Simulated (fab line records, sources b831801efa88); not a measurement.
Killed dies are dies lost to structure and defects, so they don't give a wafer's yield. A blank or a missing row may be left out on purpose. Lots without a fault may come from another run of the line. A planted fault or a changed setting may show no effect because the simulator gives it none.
fab line records | flow gf180mcu
record lots=13 wafers=39 last_day=34
route steps=602 shown V2@405 M3@409
lots that met no fault: from a run of the same line without faults
start_h: hours from the record's first day to the start of the lot's first wafer shown | wait_h: hours since the lot's step before | " the same as in the row above | L1.1+2: a row that stands for several wafers | - no value, or no start given | * or withheld: withheld | < > ~ a bound
route shown NAME@n: a module of which the file shows steps, and the number in the route of the first | usual: mean/standard deviation of fault-free wafers | same: alike in all rows | chamber/n: place in a boat | sites: the reading at each site | _std_site: their standard deviation | _edge_site: outer sites' mean less inner sites' | radius_mm: how far each site lies from the wafer's centre | mask NAME#n: copy n | behind: the tool/chamber that last shaped the wafer | hold: why the lot was held/for how many hours/how that ended | device: the transistor (n, p or np) that didn't switch | end of line: the same wafers' tests at the end of the route | a step without rows: its recipe alone | killed: dies lost to structure and defects at the first sort, not the wafer's yield | map: a wafer's dies, x killed, . not, _ none there
set.NAME: the setting as run; set.NAME@STEP: as run at that earlier step | model.NAME: the simulator's own value behind a step, which no gauge read
steps of the route over a sample of lots; a table a step, a row a wafer
services: from which hour (start_h, from the record's first day; less than 0 if before it) a tool's chamber was out of use, for how many hours, and why
## steps
# step GF_V2_CVD_23
# recipe material=W target_thk_nm=350 time_s=104.94 temp_c=400 pressure_torr=40
# usual heater_power_w=883/77
# columns lot.wafer tool chamber start_h wait_h heater_power_w
L962.3 cvd_w-01 0 478.44 0.1 977
L962.4 " 1 " " 828
L962.5 " 0 " " 997
L963.2 cvd_w-02 1 481.80 0.0 772
L963.5 " 1 " " 774
L963.6 " 0 " " 957
L965.1 cvd_w-01 0 501.64 0.0 983
L965.3 " 0 " " 992
L965.6 " 0 " " 961
L967.2 cvd_w-02 1 514.75 0.0 796
L967.3 " 1 " " 798
L967.4 " 0 " " 914
L968.1 cvd_w-02 0 532.97 0.0 916
L968.4 " 1 " " 781
L968.5 " 0 " " 948
L969.1 cvd_w-01 1 537.84 0.0 841
L969.2 " 0 " " 998
L969.3 " 0 " " 994
L970.1 cvd_w-01 1 540.18 0.0 830
L970.3 " 1 " " 859
L970.4 " 0 " " 978
L971.3 cvd_w-01 0 556.24 0.1 996
L971.5 " 1 " " 855
L971.6 " 0 " " 962
L975.1 cvd_w-02 1 582.24 0.0 786
L975.2 " 0 " " 943
L975.3 " 0 " " 961
L976.1 cvd_w-02 1 590.89 0.0 794
L976.5 " 1 " " 799
L976.6 " 0 " " 931
L980.1 cvd_w-02 0 622.08 0.0 937
L980.3 " 1 " " 799
L980.4 " 0 " " 955
L981.1 cvd_w-02 1 626.10 0.0 787
L981.4 " 1 " " 788
L981.5 " 0 " " 924
L983.1 cvd_w-02 0 645.90 0.0 934
L983.4 " 0 " " 937
L983.5 " 0 " " 929
# step GF_M3_SPUTTER_00
# recipe material=Ti target_thk_nm=37.5 arriving_ion_energy_ev=80 substrate_temp_c=200 chamber_pressure_pa=2 power_w=4000 time_s=150
# usual cathode_dc_power_W=4000.1/0.72 throttle_valve_pct=29.7/0.69
# columns lot.wafer tool chamber start_h wait_h cathode_dc_power_W throttle_valve_pct
L962.3 pvd_sputter-02 - 478.99 0.1 4000.3 31.0
L962.4 " - " " 4000.9 29.1
L962.5 " - " " 3998.8 28.8
L963.2 pvd_sputter-01 - 482.40 0.2 3999.9 29.0
L963.5 " - " " 4000.2 30.0
L963.6 " - " " 4001.3 30.8
L965.1 pvd_sputter-03 - 502.34 0.2 4000.3 29.3
L965.3 " - " " 4000.4 28.7
L965.6 " - " " 4000.7 30.3
L967.2 pvd_sputter-01 - 515.35 0.1 4000.6 29.9
L967.3 " - " " 4000.2 30.4
L967.4 " - " " 4000.9 30.0
L968.1 pvd_sputter-02 - 533.63 0.1 4001.0 28.8
L968.4 " - " " 3999.9 30.1
L968.5 " - " " 3999.8 31.2
L969.1 pvd_sputter-02 - 538.44 0.1 4000.5 30.5
L969.2 " - " " 4000.9 28.8
L969.3 " - " " 4001.0 31.0
L970.1 pvd_sputter-02 - 540.77 0.2 3999.3 29.1
L970.3 " - " " 4001.4 30.3
L970.4 " - " " 4000.7 30.8
L971.3 pvd_sputter-03 - 556.80 0.1 4000.6 28.8
L971.5 " - " " 3999.2 28.7
L971.6 " - " " 4000.3 28.8
L975.1 pvd_sputter-03 - 582.83 0.2 3096.9 28.6
L975.2 " - " " 3094.8 30.3
L975.3 " - " " 3096.8 29.6
L976.1 pvd_sputter-02 - 591.48 0.1 3999.9 29.3
L976.5 " - " " 3999.6 30.6
L976.6 " - " " 4001.7 30.1
L980.1 pvd_sputter-03 - 622.88 0.2 3096.5 28.7
L980.3 " - " " 3096.5 29.8
L980.4 " - " " 3096.4 30.0
L981.1 pvd_sputter-02 - 626.69 0.1 4000.9 30.9
L981.4 " - " " 4000.7 29.2
L981.5 " - " " 4000.3 30.9
L983.1 pvd_sputter-02 - 646.50 0.1 4000.2 28.9
L983.4 " - " " 4001.5 29.9
L983.5 " - " " 3999.7 30.8
# step GF_M3_SPUTTER_01
# recipe material=TiN target_thk_nm=30 power_w=6500 time_s=25 chamber_pressure_pa=0.4
# usual cathode_dc_power_W=6499.9/1.1 throttle_valve_pct=29.7/0.7
# columns lot.wafer tool chamber start_h wait_h cathode_dc_power_W throttle_valve_pct
L962.3 pvd_sputter-02 - 479.09 0.1 6499.8 31.0
L962.4 " - " " 6500.1 28.9
L962.5 " - " " 6501.4 29.0
L963.2 pvd_sputter-01 - 482.50 0.1 6500.6 29.3
L963.5 " - " " 6499.8 29.7
L963.6 " - " " 6501.1 30.5
L965.1 pvd_sputter-03 - 502.44 0.1 6500.9 29.5
L965.3 " - " " 6500.5 28.6
L965.6 " - " " 6500.0 30.1
L967.2 pvd_sputter-01 - 515.45 0.1 6500.5 30.0
L967.3 " - " " 6500.7 30.5
L967.4 " - " " 6499.6 29.9
L968.1 pvd_sputter-02 - 533.73 0.1 6499.5 29.1
L968.4 " - " " 6500.8 29.8
L968.5 " - " " 6498.9 30.6
L969.1 pvd_sputter-02 - 538.54 0.1 6498.4 30.3
L969.2 " - " " 6501.2 28.7
L969.3 " - " " 6498.4 31.1
L970.1 pvd_sputter-02 - 540.87 0.1 6499.1 29.0
L970.3 " - " " 6500.9 29.9
L970.4 " - " " 6501.9 30.8
L971.3 pvd_sputter-03 - 556.90 0.1 6500.4 29.0
L971.5 " - " " 6499.3 28.6
L971.6 " - " " 6498.2 28.8
L975.1 pvd_sputter-03 - 582.93 0.1 6499.8 28.6
L975.2 " - " " 6498.8 30.3
L975.3 " - " " 6500.1 29.5
L976.1 pvd_sputter-02 - 591.58 0.1 6500.2 29.3
L976.5 " - " " 6501.1 31.1
L976.6 " - " " 6499.3 30.1
L980.1 pvd_sputter-03 - 622.98 0.1 6498.1 28.3
L980.3 " - " " 6498.9 29.2
L980.4 " - " " 6499.1 30.0
L981.1 pvd_sputter-02 - 626.79 0.1 6500.2 30.9
L981.4 " - " " 6500.0 29.3
L981.5 " - " " 6499.5 30.9
L983.1 pvd_sputter-02 - 646.60 0.1 6498.1 29.1
L983.4 " - " " 6499.7 30.1
L983.5 " - " " 6500.9 30.7
# step GF_M3_RS_MEAS_05
# recipe thk_meas_gauge=four-point-probe reads=TiN_of_M3_SPUTTER_04+Ti_of_M3_SPUTTER_03+AlCu_of_M3_SPUTTER_02+TiN_of_M3_SPUTTER_01+Ti_of_M3_SPUTTER_00
# usual M3_ALCU_RS=0.0695/0.001
# columns lot.wafer tool chamber start_h wait_h M3_ALCU_RS[ohm/sq]
L962.3 film_metro-03 - 479.25 0.1 0.0699
L962.4 " - " " 0.0712
L962.5 " - " " 0.0688
L963.2 film_metro-02 - 482.64 0.0 0.0685
L963.5 " - " " 0.0694
L963.6 " - " " 0.0705
L965.1 film_metro-02 - 502.56 0.0 0.0721
L965.3 " - " " 0.0720
L965.6 " - " " 0.0712
L967.2 film_metro-03 - 515.59 0.0 0.0697
L967.3 " - " " 0.0703
L967.4 " - " " 0.0694
L968.1 film_metro-03 - 533.85 0.0 0.0689
L968.4 " - " " 0.0677
L968.5 " - " " 0.0688
L969.1 film_metro-03 - 538.66 0.0 0.0689
L969.2 " - " " 0.0692
L969.3 " - " " 0.0694
L970.1 film_metro-03 - 541.00 0.0 0.0714
L970.3 " - " " 0.0688
L970.4 " - " " 0.0694
L971.3 film_metro-01 - 557.06 0.1 0.0699
L971.5 " - " " 0.0708
L971.6 " - " " 0.0696
L975.1 film_metro-03 - 583.06 0.0 0.0697
L975.2 " - " " 0.0689
L975.3 " - " " 0.0696
L976.1 film_metro-03 - 591.70 0.0 0.0703
L976.5 " - " " 0.0690
L976.6 " - " " 0.0687
L980.1 film_metro-02 - 623.10 0.0 0.0709
L980.3 " - " " 0.0710
L980.4 " - " " 0.0699
L981.1 film_metro-02 - 626.91 0.0 0.0690
L981.4 " - " " 0.0695
L981.5 " - " " 0.0686
L983.1 film_metro-02 - 646.72 0.0 0.0685
L983.4 " - " " 0.0686
L983.5 " - " " 0.0693
## services
# columns tool chamber start_h hours kind
pvd_sputter-03 - 480.73 2.1 repair
pvd_sputter-01 - 490.10 2.8 repair
cvd_w-01 1 499.17 3.5 repair
pvd_sputter-03 - 507.21 5.4 repair
pvd_sputter-02 - 593.36 6.3 repair
cvd_w-02 - 643.08 0.8 repair
## key
first_sign step=GF_M3_SPUTTER_00 reading=cathode_dc_power_W direction=down sigmas=99+ usual=4000.1 struck=3096.3
effect none on later readings
met_at GF_M3_SPUTTER_00
struck_lots L975,L980
not_acting_at GF_V2_CVD_23,GF_M3_SPUTTER_01,GF_M3_RS_MEAS_05
onset_between 556.80 582.83
fault kind=process_parameter_drift tool=pvd_sputter-03 chamber=- onset_h=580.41 steps=GF_M3_SPUTTER_00 channel=power_w offset=-903.43 shape=step end_h=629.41 acts_in=these_recipes_only stated=4000
